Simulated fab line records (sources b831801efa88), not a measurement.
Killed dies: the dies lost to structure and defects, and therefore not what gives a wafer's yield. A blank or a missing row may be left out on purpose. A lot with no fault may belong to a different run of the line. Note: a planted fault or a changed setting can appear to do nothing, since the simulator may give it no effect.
fab line records :: flow gf180mcu :: part 2 of 2: steps 31 to 43 of 43
record
  lots=5
  wafers=15
  lastDay=34
route steps=602 shown POLY_GATE@162 HV_LDD@176
lots untouched by any fault: they come from a run of this same line in which no faults occurred
startH: the number of hours between the record's first day and the start of the first shown wafer of the lot :: waitH: how many hours have passed since the lot's step before this one :: " as in the row above :: L1.1+2: a row that stands for several wafers :: - no value present, or no start provided :: * or withheld: withheld :: < > ~ a bound
route shown NAME@n: a module of which the file shows steps, and the number in the route of the first :: usual: mean and standard deviation over wafers with no fault :: same: alike in all rows :: chamber/n: place in a boat :: sites: readings site by site :: _std_site: standard deviation across them :: _edge_site: outer sites' mean less inner sites' :: radiusMm: for every site, how far away it sits from the centre of the wafer :: mask NAME#n: copy n :: behind: the last tool/chamber to shape the wafer :: hold: reason for holding the lot/hours on hold/outcome of the hold :: device: the transistor (n, p or np) that didn't switch :: end of line: at the end of the route, the tests of the same wafers :: step lacking rows: just its recipe :: killed: at the first sort, the dies lost to defects and structure; wafer yield is something else :: map: the dies of a wafer, with x for killed, . for not killed, _ for no die there
set.NAME: the run value of the setting; set.NAME@STEP: its run value at that earlier step :: model.NAME: the simulator's own value behind a step, which no gauge read
a table for each step, a row for each wafer; lots at some steps of the route
services: the hour from which a tool's chamber was out of use, counted from the record's first day as startH (under 0 if before that day), plus the number of hours and why
## steps
# step GF_HV_LDD_EXPOSE_16
# recipe
  maskId=Pplus_LV_AREA
  targetCdNm=400
  na=0.6
  sourceShape=conventional
  sigmaOuter=0.6
  doseMj=140
# usual
  focusOffsetNm=0.0/0.54
lot.wafer: L077.2
tool: ilineStepper-02
chamber: 0
startH: -
waitH: -
mask: Pplus_LV_AREA#0
focusOffsetNm: 0.1

lot.wafer: L077.3
tool: ilineStepper-02
chamber: 0
startH: -
waitH: -
mask: Pplus_LV_AREA#0
focusOffsetNm: 0.7

lot.wafer: L077.5
tool: ilineStepper-02
chamber: 0
startH: -
waitH: -
mask: Pplus_LV_AREA#0
focusOffsetNm: -0.4

lot.wafer: L083.1
tool: ilineStepper-01
chamber: 0
startH: -
waitH: -
mask: Pplus_LV_AREA#0
focusOffsetNm: 0.4

lot.wafer: L083.3
tool: ilineStepper-01
chamber: 0
startH: -
waitH: -
mask: Pplus_LV_AREA#0
focusOffsetNm: -0.2

lot.wafer: L083.6
tool: ilineStepper-01
chamber: 0
startH: -
waitH: -
mask: Pplus_LV_AREA#0
focusOffsetNm: -0.3

lot.wafer: L084.1
tool: ilineStepper-01
chamber: 0
startH: -
waitH: -
mask: Pplus_LV_AREA#0
focusOffsetNm: -0.8

lot.wafer: L084.2
tool: ilineStepper-01
chamber: 0
startH: -
waitH: -
mask: Pplus_LV_AREA#0
focusOffsetNm: 0.2

lot.wafer: L084.5
tool: ilineStepper-01
chamber: 0
startH: -
waitH: -
mask: Pplus_LV_AREA#0
focusOffsetNm: -0.6

lot.wafer: L091.3
tool: ilineStepper-02
chamber: 0
startH: -
waitH: -
mask: Pplus_LV_AREA#0
focusOffsetNm: -0.6

lot.wafer: L091.5
tool: ilineStepper-02
chamber: 0
startH: -
waitH: -
mask: Pplus_LV_AREA#0
focusOffsetNm: 0.3

lot.wafer: L091.6
tool: ilineStepper-02
chamber: 0
startH: -
waitH: -
mask: Pplus_LV_AREA#0
focusOffsetNm: 0.1

lot.wafer: L095.1
tool: ilineStepper-02
chamber: 0
startH: -
waitH: -
mask: Pplus_LV_AREA#0
focusOffsetNm: -1.0

lot.wafer: L095.3
tool: ilineStepper-02
chamber: 0
startH: -
waitH: -
mask: Pplus_LV_AREA#0
focusOffsetNm: -0.2

lot.wafer: L095.5
tool: ilineStepper-02
chamber: 0
startH: -
waitH: -
mask: Pplus_LV_AREA#0
focusOffsetNm: 0.1
# step GF_HV_LDD_PEB_17
# recipe
  tempC=withheld
  timeS=*
  resist=NOVOLAK
lot.wafer: L077.2+3+5
tool: lithoTrack-04
chamber: 0
startH: -
waitH: -

lot.wafer: L083.1+3+6
tool: lithoTrack-04
chamber: 0
startH: -
waitH: -

lot.wafer: L084.1+2+5
tool: lithoTrack-03
chamber: 0
startH: -
waitH: -

lot.wafer: L091.3+5+6
tool: lithoTrack-03
chamber: 0
startH: -
waitH: -

lot.wafer: L095.1+3+5
tool: lithoTrack-03
chamber: 0
startH: -
waitH: -
# step GF_HV_LDD_DEVELOP_18
# recipe
  developTimeS=60
  devTempC=23
lot.wafer: L077.2+3+5
tool: lithoTrack-04
chamber: 0
startH: 258.12
waitH: 0.1

lot.wafer: L083.1+3+6
tool: lithoTrack-04
chamber: 0
startH: 309.34
waitH: 0.1

lot.wafer: L084.1+2+5
tool: lithoTrack-03
chamber: 0
startH: 315.78
waitH: 0.1

lot.wafer: L091.3+5+6
tool: lithoTrack-03
chamber: 0
startH: 379.93
waitH: 0.1

lot.wafer: L095.1+3+5
tool: lithoTrack-03
chamber: 0
startH: 400.48
waitH: 0.1
# step GF_HV_LDD_CD_MEAS_19
# recipe
  targetCdNm=400
# usual
  cdNm=400.3/2.4
lot.wafer: L077.2
tool: cdSem-02
chamber: -
startH: 258.27
waitH: 0.1
cdNm: 403.2

lot.wafer: L077.3
tool: cdSem-02
chamber: -
startH: 258.27
waitH: 0.1
cdNm: 404.6

lot.wafer: L077.5
tool: cdSem-02
chamber: -
startH: 258.27
waitH: 0.1
cdNm: 400.4

lot.wafer: L083.1
tool: cdSem-01
chamber: -
startH: 309.49
waitH: 0.1
cdNm: 402.7

lot.wafer: L083.3
tool: cdSem-01
chamber: -
startH: 309.49
waitH: 0.1
cdNm: 401.3

lot.wafer: L083.6
tool: cdSem-01
chamber: -
startH: 309.49
waitH: 0.1
cdNm: 402.5

lot.wafer: L084.1
tool: cdSem-02
chamber: -
startH: 315.93
waitH: 0.1
cdNm: 405.6

lot.wafer: L084.2
tool: cdSem-02
chamber: -
startH: 315.93
waitH: 0.1
cdNm: 403.6

lot.wafer: L084.5
tool: cdSem-02
chamber: -
startH: 315.93
waitH: 0.1
cdNm: 401.8

lot.wafer: L091.3
tool: cdSem-01
chamber: -
startH: 380.07
waitH: 0.1
cdNm: 398.9

lot.wafer: L091.5
tool: cdSem-01
chamber: -
startH: 380.07
waitH: 0.1
cdNm: 398.0

lot.wafer: L091.6
tool: cdSem-01
chamber: -
startH: 380.07
waitH: 0.1
cdNm: 399.5

lot.wafer: L095.1
tool: cdSem-02
chamber: -
startH: 400.63
waitH: 0.1
cdNm: 398.1

lot.wafer: L095.3
tool: cdSem-02
chamber: -
startH: 400.63
waitH: 0.1
cdNm: 397.6

lot.wafer: L095.5
tool: cdSem-02
chamber: -
startH: 400.63
waitH: 0.1
cdNm: 397.2
# step GF_HV_LDD_OVL_MEAS_20
# usual
  HV_LDD_01_OVL=-0.4/1.8
lot.wafer: L077.2
tool: overlay-02
chamber: -
startH: 258.37
waitH: 0.1
HV_LDD_01_OVL[nm]: -1.5

lot.wafer: L077.3
tool: overlay-02
chamber: -
startH: 258.37
waitH: 0.1
HV_LDD_01_OVL[nm]: 2.4

lot.wafer: L077.5
tool: overlay-02
chamber: -
startH: 258.37
waitH: 0.1
HV_LDD_01_OVL[nm]: 2.6

lot.wafer: L083.1
tool: overlay-02
chamber: -
startH: 309.61
waitH: 0.1
HV_LDD_01_OVL[nm]: -1.0

lot.wafer: L083.3
tool: overlay-02
chamber: -
startH: 309.61
waitH: 0.1
HV_LDD_01_OVL[nm]: -4.1

lot.wafer: L083.6
tool: overlay-02
chamber: -
startH: 309.61
waitH: 0.1
HV_LDD_01_OVL[nm]: -1.9

lot.wafer: L084.1
tool: overlay-02
chamber: -
startH: 316.05
waitH: 0.1
HV_LDD_01_OVL[nm]: 0.1

lot.wafer: L084.2
tool: overlay-02
chamber: -
startH: 316.05
waitH: 0.1
HV_LDD_01_OVL[nm]: -1.1

lot.wafer: L084.5
tool: overlay-02
chamber: -
startH: 316.05
waitH: 0.1
HV_LDD_01_OVL[nm]: -1.3

lot.wafer: L091.3
tool: overlay-01
chamber: -
startH: 380.17
waitH: 0.1
HV_LDD_01_OVL[nm]: -2.1

lot.wafer: L091.5
tool: overlay-01
chamber: -
startH: 380.17
waitH: 0.1
HV_LDD_01_OVL[nm]: -0.3

lot.wafer: L091.6
tool: overlay-01
chamber: -
startH: 380.17
waitH: 0.1
HV_LDD_01_OVL[nm]: 1.1

lot.wafer: L095.1
tool: overlay-02
chamber: -
startH: 400.75
waitH: 0.1
HV_LDD_01_OVL[nm]: 0.9

lot.wafer: L095.3
tool: overlay-02
chamber: -
startH: 400.75
waitH: 0.1
HV_LDD_01_OVL[nm]: 1.3

lot.wafer: L095.5
tool: overlay-02
chamber: -
startH: 400.75
waitH: 0.1
HV_LDD_01_OVL[nm]: 0.1
# step GF_HV_LDD_IMPLANT_21
# recipe
  species=BF2
  energyKev=25
  doseCm2=5e+13
  tiltDeg=7
# usual
  tiltDeg=7.004/0.02
lot.wafer: L077.2
tool: implanter-02
chamber: 0
startH: 258.43
waitH: 0.0
tiltDeg: 7.035

lot.wafer: L077.3
tool: implanter-02
chamber: 0
startH: 258.43
waitH: 0.0
tiltDeg: 7.036

lot.wafer: L077.5
tool: implanter-02
chamber: 0
startH: 258.43
waitH: 0.0
tiltDeg: 7.017

lot.wafer: L083.1
tool: implanter-02
chamber: 0
startH: 309.65
waitH: 0.0
tiltDeg: 6.992

lot.wafer: L083.3
tool: implanter-02
chamber: 0
startH: 309.65
waitH: 0.0
tiltDeg: 6.996

lot.wafer: L083.6
tool: implanter-02
chamber: 0
startH: 309.65
waitH: 0.0
tiltDeg: 6.985

lot.wafer: L084.1
tool: implanter-02
chamber: 0
startH: 316.09
waitH: 0.0
tiltDeg: 6.990

lot.wafer: L084.2
tool: implanter-02
chamber: 0
startH: 316.09
waitH: 0.0
tiltDeg: 6.997

lot.wafer: L084.5
tool: implanter-02
chamber: 0
startH: 316.09
waitH: 0.0
tiltDeg: 6.987

lot.wafer: L091.3
tool: implanter-01
chamber: 0
startH: 380.36
waitH: 0.2
tiltDeg: 7.003

lot.wafer: L091.5
tool: implanter-01
chamber: 0
startH: 380.36
waitH: 0.2
tiltDeg: 7.002

lot.wafer: L091.6
tool: implanter-01
chamber: 0
startH: 380.36
waitH: 0.2
tiltDeg: 6.996

lot.wafer: L095.1
tool: implanter-02
chamber: 0
startH: 400.79
waitH: 0.0
tiltDeg: 7.013

lot.wafer: L095.3
tool: implanter-02
chamber: 0
startH: 400.79
waitH: 0.0
tiltDeg: 7.031

lot.wafer: L095.5
tool: implanter-02
chamber: 0
startH: 400.79
waitH: 0.0
tiltDeg: 6.977
# step GF_HV_LDD_STRIP_22
# recipe
  chemistry=O2/N2
  powerW=1400
  pressureMtorr=1500
  platenTempC=250
  o2FlowSccm=3000
  n2FlowSccm=300
  overashFraction=0.5
# usual
  drypumpMotorCurrentA=5.6/0.42
  heaterPowerW=329/38
  oesProductAu=0.716/0.0047
  stripTimeToEndpointS=12.64/0.034
lot.wafer: L077.2
tool: plasmaAsher-01
chamber: 0
startH: 258.55
waitH: 0.1
drypumpMotorCurrentA: 6.1
heaterPowerW: 308
oesProductAu: 0.720
rfHoursCounterH: 56
stripTimeToEndpointS: 12.62

lot.wafer: L077.3
tool: plasmaAsher-01
chamber: 0
startH: 258.55
waitH: 0.1
drypumpMotorCurrentA: 6.1
heaterPowerW: 308
oesProductAu: 0.710
rfHoursCounterH: -
stripTimeToEndpointS: 12.64

lot.wafer: L077.5
tool: plasmaAsher-01
chamber: 0
startH: 258.55
waitH: 0.1
drypumpMotorCurrentA: 6.1
heaterPowerW: 307
oesProductAu: 0.719
rfHoursCounterH: -
stripTimeToEndpointS: 12.62

lot.wafer: L083.1
tool: plasmaAsher-04
chamber: 1
startH: 309.80
waitH: 0.1
drypumpMotorCurrentA: 5.8
heaterPowerW: 314
oesProductAu: 0.713
rfHoursCounterH: 56
stripTimeToEndpointS: 12.57

lot.wafer: L083.3
tool: plasmaAsher-04
chamber: 1
startH: 309.80
waitH: 0.1
drypumpMotorCurrentA: 5.8
heaterPowerW: 334
oesProductAu: 0.721
rfHoursCounterH: -
stripTimeToEndpointS: 12.62

lot.wafer: L083.6
tool: plasmaAsher-04
chamber: 0
startH: 309.80
waitH: 0.1
drypumpMotorCurrentA: 5.2
heaterPowerW: 280
oesProductAu: 0.720
rfHoursCounterH: -
stripTimeToEndpointS: 12.62

lot.wafer: L084.1
tool: plasmaAsher-01
chamber: 1
startH: 316.24
waitH: 0.1
drypumpMotorCurrentA: 5.2
heaterPowerW: 338
oesProductAu: 0.713
rfHoursCounterH: 62
stripTimeToEndpointS: 12.63

lot.wafer: L084.2
tool: plasmaAsher-01
chamber: 0
startH: 316.24
waitH: 0.1
drypumpMotorCurrentA: 6.1
heaterPowerW: 309
oesProductAu: 0.712
rfHoursCounterH: 62
stripTimeToEndpointS: 12.60

lot.wafer: L084.5
tool: plasmaAsher-01
chamber: 1
startH: 316.24
waitH: 0.1
drypumpMotorCurrentA: 5.2
heaterPowerW: 348
oesProductAu: 0.719
rfHoursCounterH: -
stripTimeToEndpointS: 12.65

lot.wafer: L091.3
tool: plasmaAsher-01
chamber: 1
startH: 380.49
waitH: 0.1
drypumpMotorCurrentA: 5.2
heaterPowerW: 344
oesProductAu: 0.717
rfHoursCounterH: -
stripTimeToEndpointS: 12.66

lot.wafer: L091.5
tool: plasmaAsher-01
chamber: 1
startH: 380.49
waitH: 0.1
drypumpMotorCurrentA: 5.2
heaterPowerW: 339
oesProductAu: 0.720
rfHoursCounterH: -
stripTimeToEndpointS: 12.69

lot.wafer: L091.6
tool: plasmaAsher-01
chamber: 0
startH: 380.49
waitH: 0.1
drypumpMotorCurrentA: 6.2
heaterPowerW: 300
oesProductAu: 0.713
rfHoursCounterH: -
stripTimeToEndpointS: 12.67

lot.wafer: L095.1
tool: plasmaAsher-03
chamber: 0
startH: 400.94
waitH: 0.1
drypumpMotorCurrentA: 6.0
heaterPowerW: 306
oesProductAu: 0.719
rfHoursCounterH: 81
stripTimeToEndpointS: 12.68

lot.wafer: L095.3
tool: plasmaAsher-03
chamber: 0
startH: 400.94
waitH: 0.1
drypumpMotorCurrentA: 6.0
heaterPowerW: 296
oesProductAu: 0.718
rfHoursCounterH: -
stripTimeToEndpointS: 12.64

lot.wafer: L095.5
tool: plasmaAsher-03
chamber: 1
startH: 400.94
waitH: 0.1
drypumpMotorCurrentA: 5.4
heaterPowerW: 391
oesProductAu: 0.712
rfHoursCounterH: -
stripTimeToEndpointS: 12.65
# step GF_HV_LDD_TW_MEAS_23
# usual
  HV_LDD_2_TW=1053/9.8
lot.wafer: L077.2
tool: filmMetro-01
chamber: -
startH: 258.66
waitH: 0.1
HV_LDD_2_TW: 1052

lot.wafer: L077.3
tool: filmMetro-01
chamber: -
startH: 258.66
waitH: 0.1
HV_LDD_2_TW: 1058

lot.wafer: L077.5
tool: filmMetro-01
chamber: -
startH: 258.66
waitH: 0.1
HV_LDD_2_TW: 1055

lot.wafer: L083.1
tool: filmMetro-02
chamber: -
startH: 309.90
waitH: 0.1
HV_LDD_2_TW: 1065

lot.wafer: L083.3
tool: filmMetro-02
chamber: -
startH: 309.90
waitH: 0.1
HV_LDD_2_TW: 1062

lot.wafer: L083.6
tool: filmMetro-02
chamber: -
startH: 309.90
waitH: 0.1
HV_LDD_2_TW: 1056

lot.wafer: L084.1
tool: filmMetro-03
chamber: -
startH: 316.34
waitH: 0.1
HV_LDD_2_TW: 1045

lot.wafer: L084.2
tool: filmMetro-03
chamber: -
startH: 316.34
waitH: 0.1
HV_LDD_2_TW: 1042

lot.wafer: L084.5
tool: filmMetro-03
chamber: -
startH: 316.34
waitH: 0.1
HV_LDD_2_TW: 1041

lot.wafer: L091.3
tool: filmMetro-02
chamber: -
startH: 380.58
waitH: 0.1
HV_LDD_2_TW: 1059

lot.wafer: L091.5
tool: filmMetro-02
chamber: -
startH: 380.58
waitH: 0.1
HV_LDD_2_TW: 1065

lot.wafer: L091.6
tool: filmMetro-02
chamber: -
startH: 380.58
waitH: 0.1
HV_LDD_2_TW: 1066

lot.wafer: L095.1
tool: filmMetro-02
chamber: -
startH: 401.04
waitH: 0.1
HV_LDD_2_TW: 1060

lot.wafer: L095.3
tool: filmMetro-02
chamber: -
startH: 401.04
waitH: 0.1
HV_LDD_2_TW: 1068

lot.wafer: L095.5
tool: filmMetro-02
chamber: -
startH: 401.04
waitH: 0.1
HV_LDD_2_TW: 1065
# step GF_HV_LDD_DEHYDRATE_24
# recipe
  tempC=200
  timeS=60
lot.wafer: L077.2+3+5
tool: lithoTrack-04
chamber: 0
startH: 266.77
waitH: 8.1

lot.wafer: L083.1+3+6
tool: lithoTrack-02
chamber: 0
startH: 319.65
waitH: 9.7

lot.wafer: L084.1+2+5
tool: lithoTrack-02
chamber: 0
startH: 326.55
waitH: 10.2

lot.wafer: L091.3+5+6
tool: lithoTrack-02
chamber: 0
startH: 391.65
waitH: 11.1

lot.wafer: L095.1+3+5
tool: lithoTrack-04
chamber: 0
startH: 412.24
waitH: 11.2
# step GF_HV_LDD_HMDS_25
# recipe
  primeTimeS=60
  primeTempC=120
lot.wafer: L077.2+3+5
tool: lithoTrack-04
chamber: 0
startH: 266.92
waitH: 0.1

lot.wafer: L083.1+3+6
tool: lithoTrack-02
chamber: 0
startH: 319.80
waitH: 0.1

lot.wafer: L084.1+2+5
tool: lithoTrack-02
chamber: 0
startH: 326.70
waitH: 0.1

lot.wafer: L091.3+5+6
tool: lithoTrack-02
chamber: 0
startH: 391.80
waitH: 0.1

lot.wafer: L095.1+3+5
tool: lithoTrack-04
chamber: 0
startH: 412.39
waitH: 0.1
# step GF_HV_LDD_COAT_26
# recipe
  resist=NOVOLAK
  spinRpm=3000
  resistThkNm=1000
lot.wafer: L077.2+3+5
tool: lithoTrack-04
chamber: 0
startH: 267.07
waitH: 0.1

lot.wafer: L083.1+3+6
tool: lithoTrack-02
chamber: 0
startH: 319.95
waitH: 0.1

lot.wafer: L084.1+2+5
tool: lithoTrack-02
chamber: 0
startH: 326.85
waitH: 0.1

lot.wafer: L091.3+5+6
tool: lithoTrack-02
chamber: 0
startH: 391.95
waitH: 0.1

lot.wafer: L095.1+3+5
tool: lithoTrack-04
chamber: 0
startH: 412.54
waitH: 0.1
# step GF_HV_LDD_SOFTBAKE_27
# recipe
  tempC=90
  timeS=60
  resist=NOVOLAK
lot.wafer: L077.2+3+5
tool: lithoTrack-04
chamber: 0
startH: 267.22
waitH: 0.1

lot.wafer: L083.1+3+6
tool: lithoTrack-02
chamber: 0
startH: 320.10
waitH: 0.1

lot.wafer: L084.1+2+5
tool: lithoTrack-02
chamber: 0
startH: 327.00
waitH: 0.1

lot.wafer: L091.3+5+6
tool: lithoTrack-02
chamber: 0
startH: 392.10
waitH: 0.1

lot.wafer: L095.1+3+5
tool: lithoTrack-04
chamber: 0
startH: 412.69
waitH: 0.1
# step GF_HV_LDD_EXPOSE_28
# recipe
  maskId=Nplus_HV_AREA
  targetCdNm=400
  na=0.6
  sourceShape=conventional
  sigmaOuter=0.6
  doseMj=140
# usual
  focusOffsetNm=0.0/0.64
lot.wafer: L077.2
tool: ilineStepper-02
chamber: 0
startH: -
waitH: -
mask: Nplus_HV_AREA#0
focusOffsetNm: 1.2

lot.wafer: L077.3
tool: ilineStepper-02
chamber: 0
startH: -
waitH: -
mask: Nplus_HV_AREA#0
focusOffsetNm: 0.0

lot.wafer: L077.5
tool: ilineStepper-02
chamber: 0
startH: -
waitH: -
mask: Nplus_HV_AREA#0
focusOffsetNm: 0.5

lot.wafer: L083.1
tool: ilineStepper-02
chamber: 0
startH: -
waitH: -
mask: Nplus_HV_AREA#0
focusOffsetNm: -0.3

lot.wafer: L083.3
tool: ilineStepper-02
chamber: 0
startH: -
waitH: -
mask: Nplus_HV_AREA#0
focusOffsetNm: 0.1

lot.wafer: L083.6
tool: ilineStepper-02
chamber: 0
startH: -
waitH: -
mask: Nplus_HV_AREA#0
focusOffsetNm: 0.2

lot.wafer: L084.1
tool: ilineStepper-02
chamber: 0
startH: -
waitH: -
mask: Nplus_HV_AREA#0
focusOffsetNm: 0.2

lot.wafer: L084.2
tool: ilineStepper-02
chamber: 0
startH: -
waitH: -
mask: Nplus_HV_AREA#0
focusOffsetNm: -0.1

lot.wafer: L084.5
tool: ilineStepper-02
chamber: 0
startH: -
waitH: -
mask: Nplus_HV_AREA#0
focusOffsetNm: 1.0

lot.wafer: L091.3
tool: ilineStepper-02
chamber: 0
startH: -
waitH: -
mask: Nplus_HV_AREA#0
focusOffsetNm: 0.4

lot.wafer: L091.5
tool: ilineStepper-02
chamber: 0
startH: -
waitH: -
mask: Nplus_HV_AREA#0
focusOffsetNm: 0.7

lot.wafer: L091.6
tool: ilineStepper-02
chamber: 0
startH: -
waitH: -
mask: Nplus_HV_AREA#0
focusOffsetNm: 0.6

lot.wafer: L095.1
tool: ilineStepper-01
chamber: 0
startH: -
waitH: -
mask: Nplus_HV_AREA#0
focusOffsetNm: -0.4

lot.wafer: L095.3
tool: ilineStepper-01
chamber: 0
startH: -
waitH: -
mask: Nplus_HV_AREA#0
focusOffsetNm: 0.2

lot.wafer: L095.5
tool: ilineStepper-01
chamber: 0
startH: -
waitH: -
mask: Nplus_HV_AREA#0
focusOffsetNm: -0.6
## services
tool: plasmaAsher-01
chamber: -
startH: 185.95
hours: 8.8
kind: repair

tool: krfScanner-02
chamber: -
startH: 186.99
hours: 1.0
kind: pm

tool: furnace-02
chamber: -
startH: 188.02
hours: 3.9
kind: pm

tool: krfScanner-02
chamber: -
startH: 190.76
hours: 0.8
kind: pm

tool: krfScanner-02
chamber: -
startH: 192.13
hours: 0.4
kind: repair

tool: wetBench-02
chamber: -
startH: 200.69
hours: 1.9
kind: pm

tool: ilineStepper-01
chamber: -
startH: 204.39
hours: 1.7
kind: pm

tool: krfScanner-02
chamber: -
startH: 212.62
hours: 1.3
kind: pm

tool: ilineStepper-01
chamber: -
startH: 227.91
hours: 2.1
kind: pm

tool: ilineStepper-02
chamber: -
startH: 228.45
hours: 2.5
kind: repair

tool: rieSi-02
chamber: 1
startH: 233.64
hours: 6.9
kind: repair

tool: furnace-02
chamber: -
startH: 255.11
hours: 10.6
kind: repair

tool: krfScanner-02
chamber: -
startH: 255.29
hours: 4.0
kind: pm

tool: ilineStepper-02
chamber: -
startH: 260.63
hours: 1.7
kind: pm

tool: rieSi-02
chamber: 0
startH: 269.64
hours: 3.0
kind: repair

tool: wetBench-02
chamber: -
startH: 278.98
hours: 3.4
kind: repair

tool: ilineStepper-01
chamber: -
startH: 284.59
hours: 0.6
kind: repair

tool: plasmaAsher-03
chamber: -
startH: 296.93
hours: 3.7
kind: repair

tool: ilineStepper-01
chamber: -
startH: 312.88
hours: 14.5
kind: repair

tool: plasmaAsher-03
chamber: -
startH: 339.10
hours: 4.8
kind: pm

tool: plasmaAsher-03
chamber: -
startH: 351.34
hours: 0.7
kind: repair

tool: implanter-02
chamber: -
startH: 352.94
hours: 3.7
kind: repair

tool: implanter-02
chamber: -
startH: 402.21
hours: 0.8
kind: repair

tool: ilineStepper-01
chamber: -
startH: 406.19
hours: 3.0
kind: repair
